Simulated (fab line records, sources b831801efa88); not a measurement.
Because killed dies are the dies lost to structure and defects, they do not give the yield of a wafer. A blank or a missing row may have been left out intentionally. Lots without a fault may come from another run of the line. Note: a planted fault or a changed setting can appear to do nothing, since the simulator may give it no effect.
fab line records | flow sky130
[record] lots = 5 | wafers = 15 | lastDay = 50
route steps=708 shown GATE_OXIDE@192 POLY_GATE@204 RES_PROTECT@206
lots that met no fault: from a run of the same line without faults
startH: hours from the record's first day to the start of the lot's first wafer shown | waitH: hours elapsed since this lot's preceding step | " same as the row above | L1.1+2: one row covering several wafers at once | - no value, or no start was given | * or withheld: withheld | < > ~ a bound
route shown NAME@n: names a module that has steps shown in the file, with the first one's number in the route | usual: mean/standard deviation of fault-free wafers | same: alike in all rows | chamber/n: place in a boat | sites: each site's reading | _std_site: their standard deviation | _edge_site: the outer-site mean with the inner-site mean subtracted | radiusMm: how far each site lies from the wafer's centre | mask NAME#n: copy n | behind: the tool/chamber that last shaped the wafer | hold: what put the lot on hold/how long, in hours/how the hold closed | device: which transistor (n, p or np) failed to switch | end of line: the tests these same wafers got at the end of their route | a step given without rows: its recipe and nothing more | killed: count of dies lost to structure and defects at first sort (not the wafer's yield) | map: the dies of a wafer, with x for killed, . for not killed, _ for no die there
set.NAME: the setting that was run; set.NAME@STEP: the one run at that earlier step | model.NAME: the simulator's own value behind a step, which no gauge read
lots at selected steps of the route; one table per step, one row per wafer
services: a tool's chamber out of use, with start hour (startH, from the record's first day; less than 0 if before it), hours out, and reason
[[steps]]
[step SKY_GATE_OXIDE_COAT_05]
[recipe] resist = NOVOLAK | spinRpm = 3000 | resistThkNm = 1140
[step SKY_GATE_OXIDE_SOFTBAKE_06]
[recipe] tempC = 90 | timeS = 60 | resist = NOVOLAK
[step SKY_GATE_OXIDE_EXPOSE_07]
[recipe] maskId = LVOM | na = 0.6 | sourceShape = conventional | sigmaOuter = 0.6 | polarization = unpolarized | targetCdNm = 600 | doseMj = 170
[step SKY_GATE_OXIDE_PEB_08]
[recipe] tempC = withheld | timeS = * | resist = NOVOLAK
[step SKY_GATE_OXIDE_DEVELOP_09]
[recipe] resist = NOVOLAK | developer = TMAH | developTimeS = 60 | devTempC = 23
[step SKY_GATE_OXIDE_OVL_MEAS_10]
[usual] GATE_OXIDE_OVL = -0.5/1.2
lot.wafer | tool       | chamber | startH | waitH | GATE_OXIDE_OVL[nm]
L193.1    | overlay-02 | -       | 340.81 | 0.1   | -0.2
L193.5    | "          | -       | "      | "     | -1.6
L193.6    | "          | -       | "      | "     | 1.5
L195.3    | overlay-01 | -       | 352.38 | 0.1   | -1.1
L195.5    | "          | -       | "      | "     | -1.2
L195.6    | "          | -       | "      | "     | -1.8
L197.1    | overlay-01 | -       | 362.51 | 0.1   | -0.5
L197.4    | "          | -       | "      | "     | -0.2
L197.6    | "          | -       | "      | "     | -0.1
L205.1    | overlay-01 | -       | 433.47 | 0.1   | 0.7
L205.4    | "          | -       | "      | "     | 0.5
L205.6    | "          | -       | "      | "     | -1.3
L213.3    | overlay-01 | -       | 500.72 | 0.1   | -0.4
L213.4    | "          | -       | "      | "     | 0.2
L213.5    | "          | -       | "      | "     | -1.6
[step SKY_GATE_OXIDE_IMPLANT_11]
[recipe] species = B | energyKev = 10 | doseCm2 = 2.543e+12 | tiltDeg = withheld
[step SKY_GATE_OXIDE_WET_ETCH_12]
[recipe] chemistry = dHF | targetDepthNm = 16.8 | dry = n2Spin | target = SiO2 | dilution = 100:1 | tempC = 25 | timeS = 336
[step SKY_GATE_OXIDE_STRIP_13]
[recipe] chemistry = O2/N2 | powerW = 1400 | pressureMtorr = 1500 | platenTempC = withheld | o2FlowSccm = 3000 | n2FlowSccm = 300 | overashFraction = 0.5
[usual] drypumpMotorCurrentA = 5.8/0.48 | oesProductAu = 0.715/0.0047 | stripTimeToEndpointS = 14.19/0.034
lot.wafer | tool           | chamber | startH | waitH | drypumpMotorCurrentA | oesProductAu | rfHoursCounterH | stripTimeToEndpointS
L193.1    | plasmaAsher-02 | 1       | 341.11 | 0.0   | 5.6                  | 0.718        | 55              | 14.19
L193.5    | "              | 1       | "      | "     | 5.6                  | 0.713        | -               | 14.19
L193.6    | "              | 0       | "      | "     | 5.0                  | 0.720        | -               | 14.21
L195.3    | plasmaAsher-01 | 1       | 352.71 | 0.0   | 5.3                  | 0.724        | -               | 14.21
L195.5    | "              | 0       | "      | "     | 6.3                  | 0.717        | -               | 14.16
L195.6    | "              | 1       | "      | "     | 5.3                  | 0.714        | -               | 14.18
L197.1    | plasmaAsher-02 | 1       | 362.80 | 0.0   | 5.6                  | 0.728        | 57              | 14.21
L197.4    | "              | 1       | "      | "     | 5.6                  | 0.717        | -               | 14.18
L197.6    | "              | 0       | "      | "     | 5.0                  | 0.717        | -               | 14.18
L205.1    | plasmaAsher-02 | 0       | 433.76 | 0.0   | 5.0                  | 0.708        | 65              | 14.20
L205.4    | "              | 0       | "      | "     | 5.0                  | 0.718        | -               | 14.21
L205.6    | "              | 1       | "      | "     | 5.6                  | 0.716        | -               | 14.19
L213.3    | plasmaAsher-02 | 0       | 501.02 | 0.0   | 5.0                  | 0.714        | -               | 14.20
L213.4    | "              | 1       | "      | "     | 5.6                  | 0.720        | -               | 14.16
L213.5    | "              | 1       | "      | "     | 5.6                  | 0.717        | -               | 14.12
[step SKY_GATE_OXIDE_TW_MEAS_14]
[usual] GATE_OXIDE_TW = 222.1/1.7
lot.wafer | tool         | chamber | startH | waitH | GATE_OXIDE_TW
L193.1    | filmMetro-04 | -       | 341.21 | 0.1   | 220.0
L193.5    | "            | -       | "      | "     | 218.2
L193.6    | "            | -       | "      | "     | 218.1
L195.3    | filmMetro-01 | -       | 352.80 | 0.1   | 223.3
L195.5    | "            | -       | "      | "     | 225.5
L195.6    | "            | -       | "      | "     | 223.8
L197.1    | filmMetro-01 | -       | 362.90 | 0.1   | 222.6
L197.4    | "            | -       | "      | "     | 221.9
L197.6    | "            | -       | "      | "     | 221.5
L205.1    | filmMetro-04 | -       | 433.86 | 0.1   | 220.2
L205.4    | "            | -       | "      | "     | 220.4
L205.6    | "            | -       | "      | "     | 220.1
L213.3    | filmMetro-01 | -       | 501.11 | 0.1   | 224.1
L213.4    | "            | -       | "      | "     | 224.3
L213.5    | "            | -       | "      | "     | 223.9
[step SKY_GATE_OXIDE_CLEAN_15]
[recipe] chemistry = SC1/SC2 | mix = 1:4:20 | tempC = 70 | timeS = 150 | dry = n2Spin
[step SKY_GATE_OXIDE_OXIDATION_16]
[recipe] tempC = 807.6 | ambient = O2 | idleTempC = 700 | rampUpCPerMin = 10 | rampDownCPerMin = 3 | stabiliseS = 600 | purgeS = 300 | targetThkA = 35.7 | oxTimeS = 1915
[step SKY_POLY_GATE_CVD_00]
[recipe] material = poly-Si | targetThkNm = 180 | tempC = 620 | timeS = 720 | pressureMtorr = 200
[usual] pressureMtorr = 200.0/0.35 | zonePowerCentrePct = 8.3/0.74
lot.wafer | tool     | chamber | startH | waitH | pressureMtorr | zonePowerCentrePct | model.poly-Si_of_POLY_GATE_CVD_00.thkNm
L193.1    | lpcvd-01 | 0       | 342.86 | 0.0   | 200.4         | 8.9                | 180
L193.5    | "        | 0       | "      | "     | 200.0         | 8.9                | 179.8
L193.6    | "        | 0       | "      | "     | 199.7         | 8.9                | 181.2
L195.3    | lpcvd-01 | 1       | 354.43 | 0.0   | 200.6         | 7.4                | 179.7
L195.5    | "        | 1       | "      | "     | 200.5         | 7.5                | 177.4
L195.6    | "        | 1       | "      | "     | 199.8         | 7.5                | 178.3
L197.1    | lpcvd-01 | 0       | 364.54 | 0.0   | 200.0         | 8.9                | 180.4
L197.4    | "        | 0       | "      | "     | 199.9         | 9.1                | 180.1
L197.6    | "        | 0       | "      | "     | 199.4         | 9.0                | 182.1
L205.1    | lpcvd-01 | 0       | 436.44 | 0.0   | 199.7         | 8.9                | 246.1
L205.4    | "        | 0       | "      | "     | 199.9         | 8.7                | 246.7
L205.6    | "        | 0       | "      | "     | 200.2         | 9.0                | 247.3
L213.3    | lpcvd-01 | 1       | 502.73 | 0.0   | 200.0         | 7.4                | 182
L213.4    | "        | 1       | "      | "     | 200.0         | 7.4                | 182.5
L213.5    | "        | 1       | "      | "     | 199.3         | 7.4                | 182.9
[step SKY_POLY_GATE_THK_MEAS_01]
[recipe] reads = poly-Si_of_POLY_GATE_CVD_00
[usual] POLY_GATE_CVD_00_THK = 179.9/1.5
lot.wafer | tool         | chamber | startH | waitH | POLY_GATE_CVD_00_THK[nm]
L193.1    | filmMetro-01 | -       | 344.06 | 0.0   | 180.2
L193.5    | "            | -       | "      | "     | 179.9
L193.6    | "            | -       | "      | "     | 181.0
L195.3    | filmMetro-01 | -       | 355.65 | 0.0   | 179.6
L195.5    | "            | -       | "      | "     | 177.4
L195.6    | "            | -       | "      | "     | 178.4
L197.1    | filmMetro-01 | -       | 365.74 | 0.0   | 180.5
L197.4    | "            | -       | "      | "     | 180.2
L197.6    | "            | -       | "      | "     | 182.1
L205.1    | filmMetro-03 | -       | 437.64 | 0.0   | 245.9
L205.4    | "            | -       | "      | "     | 246.7
L205.6    | "            | -       | "      | "     | 247.5
L213.3    | filmMetro-01 | -       | 503.95 | 0.0   | 182.2
L213.4    | "            | -       | "      | "     | 182.4
L213.5    | "            | -       | "      | "     | 182.8
[step SKY_RES_PROTECT_DEHYDRATE_00]
[recipe] tempC = 200 | timeS = 60
[step SKY_RES_PROTECT_HMDS_01]
[recipe] primeTimeS = 60 | primeTempC = 120
[step SKY_RES_PROTECT_COAT_02]
[recipe] resist = NOVOLAK | spinRpm = 3000 | resistThkNm = 1140
[step SKY_RES_PROTECT_SOFTBAKE_03]
[recipe] tempC = 90 | timeS = 60 | resist = NOVOLAK
[step SKY_RES_PROTECT_EXPOSE_04]
[recipe] maskId = RPM | na = 0.6 | sourceShape = conventional | sigmaOuter = 0.6 | polarization = unpolarized | targetCdNm = 1270 | doseMj = 131
[step SKY_RES_PROTECT_PEB_05]
[recipe] tempC = withheld | timeS = * | resist = NOVOLAK
[step SKY_RES_PROTECT_DEVELOP_06]
[recipe] resist = NOVOLAK | developer = TMAH | developTimeS = 60 | devTempC = 23
[step SKY_POLY_GATE_IMPLANT_02]
[recipe] species = P | energyKev = 30 | doseCm2 = 7.7e+15 | tiltDeg = 0
[step SKY_RES_PROTECT_STRIP_07]
[recipe] chemistry = O2/N2 | powerW = 1400 | pressureMtorr = 1500 | platenTempC = withheld | o2FlowSccm = 3000 | n2FlowSccm = 300 | overashFraction = 0.5
[usual] drypumpMotorCurrentA = 6.1/0.43 | oesProductAu = 0.518/0.0045 | stripTimeToEndpointS = 23.29/0.039
lot.wafer | tool           | chamber | startH | waitH | drypumpMotorCurrentA | oesProductAu | rfHoursCounterH | stripTimeToEndpointS
L193.1    | plasmaAsher-01 | 1       | 371.23 | 0.1   | 5.4                  | 0.522        | 66              | 23.31
L193.5    | "              | 1       | "      | "     | 5.3                  | 0.517        | -               | 23.30
L193.6    | "              | 0       | "      | "     | 6.3                  | 0.513        | -               | 23.32
L195.3    | plasmaAsher-03 | 1       | 383.25 | 0.1   | 6.2                  | 0.532        | -               | 23.37
L195.5    | "              | 0       | "      | "     | 6.0                  | 0.512        | -               | 23.32
L195.6    | "              | 1       | "      | "     | 6.2                  | 0.522        | -               | 23.31
L197.1    | plasmaAsher-03 | 1       | 393.41 | 0.1   | 6.2                  | 0.515        | 28              | 23.28
L197.4    | "              | 1       | "      | "     | 6.2                  | 0.517        | -               | 23.31
L197.6    | "              | 0       | "      | "     | 6.0                  | 0.517        | -               | 23.30
L205.1    | plasmaAsher-04 | 1       | 468.25 | 0.1   | 6.6                  | 0.521        | 4               | 23.26
L205.4    | "              | 0       | "      | "     | 6.4                  | 0.515        | -               | 23.24
L205.6    | "              | 1       | "      | "     | 6.6                  | 0.518        | -               | 23.23
L213.3    | plasmaAsher-01 | 1       | 534.74 | 0.1   | 5.4                  | 0.515        | -               | 23.26
L213.4    | "              | 0       | "      | "     | 6.3                  | 0.514        | -               | 23.31
L213.5    | "              | 0       | "      | "     | 6.3                  | 0.519        | -               | 23.28
[step SKY_RES_PROTECT_TW_MEAS_08]
[usual] POLY_GATE_TW = 4011/29
lot.wafer | tool         | chamber | startH | waitH | POLY_GATE_TW
L193.1    | filmMetro-04 | -       | 371.33 | 0.1   | 3949
L193.5    | "            | -       | "      | "     | 3956
L193.6    | "            | -       | "      | "     | 3951
L195.3    | filmMetro-04 | -       | 383.33 | 0.1   | 3989
L195.5    | "            | -       | "      | "     | 3959
L195.6    | "            | -       | "      | "     | 3977
L197.1    | filmMetro-03 | -       | 393.51 | 0.1   | 3999
L197.4    | "            | -       | "      | "     | 3985
L197.6    | "            | -       | "      | "     | 3988
L205.1    | filmMetro-03 | -       | 468.35 | 0.1   | 4067
L205.4    | "            | -       | "      | "     | 4059
L205.6    | "            | -       | "      | "     | 4036
L213.3    | filmMetro-03 | -       | 534.82 | 0.1   | 4005
L213.4    | "            | -       | "      | "     | 4014
L213.5    | "            | -       | "      | "     | 4025
[step SKY_RES_PROTECT_CLEAN_09]
[recipe] chemistry = SC1/SC2 | mix = 1:4:20 | tempC = 70 | timeS = 150 | dry = n2Spin
[usual] tempC = 70.01/0.12
lot.wafer | tool        | chamber | startH | waitH | tempC | model.poly-Si_of_POLY_GATE_CVD_00.thkNm
L193.1    | wetBench-01 | 2       | 371.39 | 0.1   | 69.72 | 179.4
L193.5    | "           | 2       | "      | "     | 69.74 | 179.2
L193.6    | "           | 2       | "      | "     | 69.78 | 180.5
L195.3    | wetBench-01 | 1       | 383.37 | 0.0   | 69.90 | 179
L195.5    | "           | 1       | "      | "     | 69.94 | 176.8
L195.6    | "           | 1       | "      | "     | 69.95 | 177.7
L197.1    | wetBench-02 | 2       | 393.57 | 0.1   | 69.93 | 179.8
L197.4    | "           | 2       | "      | "     | 70.01 | 179.4
L197.6    | "           | 2       | "      | "     | 70.11 | 181.5
L205.1    | wetBench-03 | 3       | 468.41 | 0.1   | 70.26 | 245.4
L205.4    | "           | 3       | "      | "     | 70.00 | 246.1
L205.6    | "           | 3       | "      | "     | 70.22 | 246.7
L213.3    | wetBench-02 | 0       | 534.86 | 0.0   | 70.05 | 181.4
L213.4    | "           | 0       | "      | "     | 70.02 | 181.8
L213.5    | "           | 0       | "      | "     | 69.95 | 182.2
[step SKY_POLY_GATE_CVD_03]
[recipe] material = Si3N4 | precursor = DCS/NH3 | targetThkNm = 75 | tempC = 770 | timeS = 1290 | pressureMtorr = 250
[[services]]
tool           | chamber | startH | hours | kind
plasmaAsher-03 | -       | 327.24 | 2.8   | pm
plasmaAsher-01 | -       | 335.88 | 2.8   | pm
wetBench-02    | -       | 346.74 | 7.0   | repair
plasmaAsher-01 | -       | 363.35 | 2.0   | repair
wetBench-01    | -       | 365.65 | 1.9   | pm
plasmaAsher-04 | -       | 380.50 | 4.2   | repair
plasmaAsher-03 | -       | 416.10 | 1.1   | repair
plasmaAsher-03 | -       | 421.02 | 1.7   | repair
plasmaAsher-04 | -       | 421.25 | 9.0   | pm
plasmaAsher-04 | 0       | 421.25 | 9.0   | ventCycle
plasmaAsher-04 | 1       | 421.25 | 9.0   | ventCycle
plasmaAsher-04 | -       | 422.93 | 0.6   | repair
plasmaAsher-04 | 0       | 430.25 | -     | clean
plasmaAsher-04 | 1       | 430.25 | -     | clean
plasmaAsher-04 | -       | 498.72 | 4.6   | repair
plasmaAsher-04 | -       | 503.07 | 0.6   | repair
plasmaAsher-02 | -       | 519.95 | 1.2   | repair
[[key]]
[firstSign] step = SKY_POLY_GATE_THK_MEAS_01 | reading = POLY_GATE_CVD_00_THK | direction = up | sigmas = 44 | usual = 179.9 | struck = 246.7
effect none on later readings
[modelEffect] step = SKY_POLY_GATE_CVD_00 | value = poly-Si_of_POLY_GATE_CVD_00.thkNm | without = 179.7 | struck = 246.7
[modelEffect] step = SKY_RES_PROTECT_CLEAN_09 | value = poly-Si_of_POLY_GATE_CVD_00.thkNm | without = 179.1 | struck = 246.1
metAt SKY_POLY_GATE_CVD_00
struckWafers L205.1,L205.4,L205.6
laterRowsLeftOut L205.1,L205.4,L205.6
sortLeftOut L205.1,L205.4,L205.6
testerLeftOut L205
onsetBetween 364.54 436.44
[fault] kind = processParameterDrift | tool = lpcvd-01 | chamber = 0 | onsetH = 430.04 | steps = SKY_POLY_GATE_CVD_00 | channel = targetThkNm | offset = 66.982 | shape = step | endH = 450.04 | stated = 180
// testerLeftOut: of these lots the tester's yield and bins aren't shown, on N5 and GAA mostly nor the transistor test; their killed dies are dies lost to structure and defects alone, not to doping, threshold or leakage, so they don't give the yield
// sortLeftOut: the simulated sort isn't trusted on such a fault, so these wafers' sort isn't shown, and their yield isn't known
// laterRowsLeftOut: the simulator's readings of these wafers behind a module that went badly wrong aren't trusted and aren't shown, but for the sort
